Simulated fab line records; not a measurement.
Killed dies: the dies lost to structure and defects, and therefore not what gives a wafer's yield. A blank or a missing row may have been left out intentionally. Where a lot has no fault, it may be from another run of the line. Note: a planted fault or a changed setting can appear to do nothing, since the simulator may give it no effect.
Tool commonality check / flow gf180mcu / 13 lots, 39 wafers sampled

== THE REASON FOR OPENING IT ==
GF_HV_LDD_RS_MEAS_53, reading HV_LDD_RS: flagged on 2 of 13 lots. No-fault wafers: 418.5 ohm/sq, standard deviation 0.9.
Rule: a lot is flagged when every wafer of it that has a number lies more than 4 standard deviations from that mean, or none has a number. The other lots count as sound.

lot=L463; measured=day 12 08:20; on=film-metro-04; HV_LDD_RS (ohm/sq), wafer by wafer=417.7 418.3 417.8; flag=
lot=L464; measured=day 12 17:48; on=film-metro-03; HV_LDD_RS (ohm/sq), wafer by wafer=419.7 419.5 418.5; flag=
lot=L465; measured=day 13 00:32; on=film-metro-01; HV_LDD_RS (ohm/sq), wafer by wafer=419.8 419.2 418.8; flag=
lot=L466; measured=day 13 09:06; on=film-metro-01; HV_LDD_RS (ohm/sq), wafer by wafer=418.1 418.5 417.8; flag=
lot=L467; measured=day 13 16:46; on=film-metro-01; HV_LDD_RS (ohm/sq), wafer by wafer=417.3 418.3 418.7; flag=
lot=L468; measured=day 14 01:49; on=film-metro-04; HV_LDD_RS (ohm/sq), wafer by wafer=418.2 418.1 417.2; flag=
lot=L470; measured=day 14 17:55; on=film-metro-03; HV_LDD_RS (ohm/sq), wafer by wafer=423.1 422.8 424.0; flag=FLAGGED
lot=L471; measured=day 15 02:32; on=film-metro-01; HV_LDD_RS (ohm/sq), wafer by wafer=425.1 424.8 424.4; flag=FLAGGED
lot=L478; measured=day 17 11:28; on=film-metro-01; HV_LDD_RS (ohm/sq), wafer by wafer=419.6 419.2 419.6; flag=
lot=L479; measured=day 17 18:27; on=film-metro-01; HV_LDD_RS (ohm/sq), wafer by wafer=418.6 418.3 418.1; flag=
lot=L480; measured=day 18 02:44; on=film-metro-04; HV_LDD_RS (ohm/sq), wafer by wafer=419.2 419.0 418.3; flag=
lot=L484; measured=day 19 09:26; on=film-metro-04; HV_LDD_RS (ohm/sq), wafer by wafer=417.6 417.8 418.1; flag=
lot=L486; measured=day 20 04:58; on=film-metro-01; HV_LDD_RS (ohm/sq), wafer by wafer=419.5 419.1 420.7; flag=
The numbers of the flagged lots are 424.0 ohm/sq on average: +5.5 ohm/sq against the usual, or +6 standard deviations.

== WHICH TOOL EACH LOT WENT THROUGH ==
The record holds 2 process steps before the reading, out of a route of 602 steps. In each cell: the tool, then ch and the chambers that the sampled wafers went through, then the start.
lot=L463; flag=; GF_HV_LDD_IMPLANT_36=implanter-02 ch 0, day 11 13:20; GF_HV_LDD_RTA_52=rtp-anneal-01 ch 0, day 12 08:15
lot=L464; flag=; GF_HV_LDD_IMPLANT_36=implanter-02 ch 0, day 11 21:08; GF_HV_LDD_RTA_52=rtp-anneal-01 ch 0, day 12 17:44
lot=L465; flag=; GF_HV_LDD_IMPLANT_36=implanter-04 ch 0, day 12 04:08; GF_HV_LDD_RTA_52=rtp-anneal-01 ch 0, day 13 00:28
lot=L466; flag=; GF_HV_LDD_IMPLANT_36=implanter-02 ch 0, day 12 12:29; GF_HV_LDD_RTA_52=rtp-anneal-01 ch 0, day 13 09:01
lot=L467; flag=; GF_HV_LDD_IMPLANT_36=implanter-02 ch 0, day 12 20:32; GF_HV_LDD_RTA_52=rtp-anneal-01 ch 0, day 13 16:42
lot=L468; flag=; GF_HV_LDD_IMPLANT_36=implanter-02 ch 0, day 13 04:14; GF_HV_LDD_RTA_52=rtp-anneal-02 ch 0, day 14 01:44
lot=L470; flag=FLAGGED; GF_HV_LDD_IMPLANT_36=implanter-02 ch 0, day 13 20:26; GF_HV_LDD_RTA_52=rtp-anneal-02 ch 0, day 14 17:49
lot=L471; flag=FLAGGED; GF_HV_LDD_IMPLANT_36=implanter-02 ch 0, day 14 05:18; GF_HV_LDD_RTA_52=rtp-anneal-02 ch 0, day 15 02:27
lot=L478; flag=; GF_HV_LDD_IMPLANT_36=implanter-01 ch 0, day 16 12:02; GF_HV_LDD_RTA_52=rtp-anneal-01 ch 0, day 17 11:23
lot=L479; flag=; GF_HV_LDD_IMPLANT_36=implanter-02 ch 0, day 16 19:14; GF_HV_LDD_RTA_52=rtp-anneal-02 ch 0, day 17 18:23
lot=L480; flag=; GF_HV_LDD_IMPLANT_36=implanter-04 ch 0, day 17 02:26; GF_HV_LDD_RTA_52=rtp-anneal-02 ch 0, day 18 02:40
lot=L484; flag=; GF_HV_LDD_IMPLANT_36=implanter-01 ch 0, day 18 08:20; GF_HV_LDD_RTA_52=rtp-anneal-01 ch 0, day 19 09:22
lot=L486; flag=; GF_HV_LDD_IMPLANT_36=implanter-02 ch 0, day 19 04:23; GF_HV_LDD_RTA_52=rtp-anneal-02 ch 0, day 20 04:53
These steps, and what they do:
- GF_HV_LDD_IMPLANT_36
- GF_HV_LDD_RTA_52: time 10 s.
- GF_HV_LDD_RS_MEAS_53: measures by four-point-probe.

== FLAGGED AGAINST TOTAL, ONE TOOL AT A TIME (gauges that did the reading follow at the end) ==
step=GF_HV_LDD_IMPLANT_36; tool=implanter-01; lots run=2; flagged=0; share of the flagged lots=none; sound lots run after its first flagged lot=-
step=GF_HV_LDD_IMPLANT_36; tool=implanter-02; lots run=9; flagged=2; share of the flagged lots=all; sound lots run after its first flagged lot=2 (L479,L486)
step=GF_HV_LDD_IMPLANT_36; tool=implanter-04; lots run=2; flagged=0; share of the flagged lots=none; sound lots run after its first flagged lot=-
step=GF_HV_LDD_RTA_52; tool=rtp-anneal-01; lots run=7; flagged=0; share of the flagged lots=none; sound lots run after its first flagged lot=-
step=GF_HV_LDD_RTA_52; tool=rtp-anneal-02; lots run=6; flagged=2; share of the flagged lots=all; sound lots run after its first flagged lot=3 (L479,L480,L486)
step=GF_HV_LDD_RS_MEAS_53; tool=film-metro-01; lots run=7; flagged=1; share of the flagged lots=some; sound lots run after its first flagged lot=3 (L478,L479,L486)
step=GF_HV_LDD_RS_MEAS_53; tool=film-metro-03; lots run=2; flagged=1; share of the flagged lots=some; sound lots run after its first flagged lot=0
step=GF_HV_LDD_RS_MEAS_53; tool=film-metro-04; lots run=4; flagged=0; share of the flagged lots=none; sound lots run after its first flagged lot=-

== THE TABLE: WHAT IT ALLOWS ==
Rows of the table that ran all the flagged lots, 2 in number: implanter-02 at GF_HV_LDD_IMPLANT_36; rtp-anneal-02 at GF_HV_LDD_RTA_52.
- implanter-02 at GF_HV_LDD_IMPLANT_36: 2 of its 9 lots flagged. Sound lots followed the first flagged one (L479, L486) on it, something a lasting fault affecting the whole tool could not allow.
- rtp-anneal-02 at GF_HV_LDD_RTA_52: 2 of its 6 lots flagged. Sound lots followed the first flagged one (L479, L480, L486) on it, something a lasting fault affecting the whole tool could not allow.
None of the table's rows ran every flagged lot and, after the first, no sound lot.

== WHAT HAD BEEN PUT IN BY THE SIMULATOR ==
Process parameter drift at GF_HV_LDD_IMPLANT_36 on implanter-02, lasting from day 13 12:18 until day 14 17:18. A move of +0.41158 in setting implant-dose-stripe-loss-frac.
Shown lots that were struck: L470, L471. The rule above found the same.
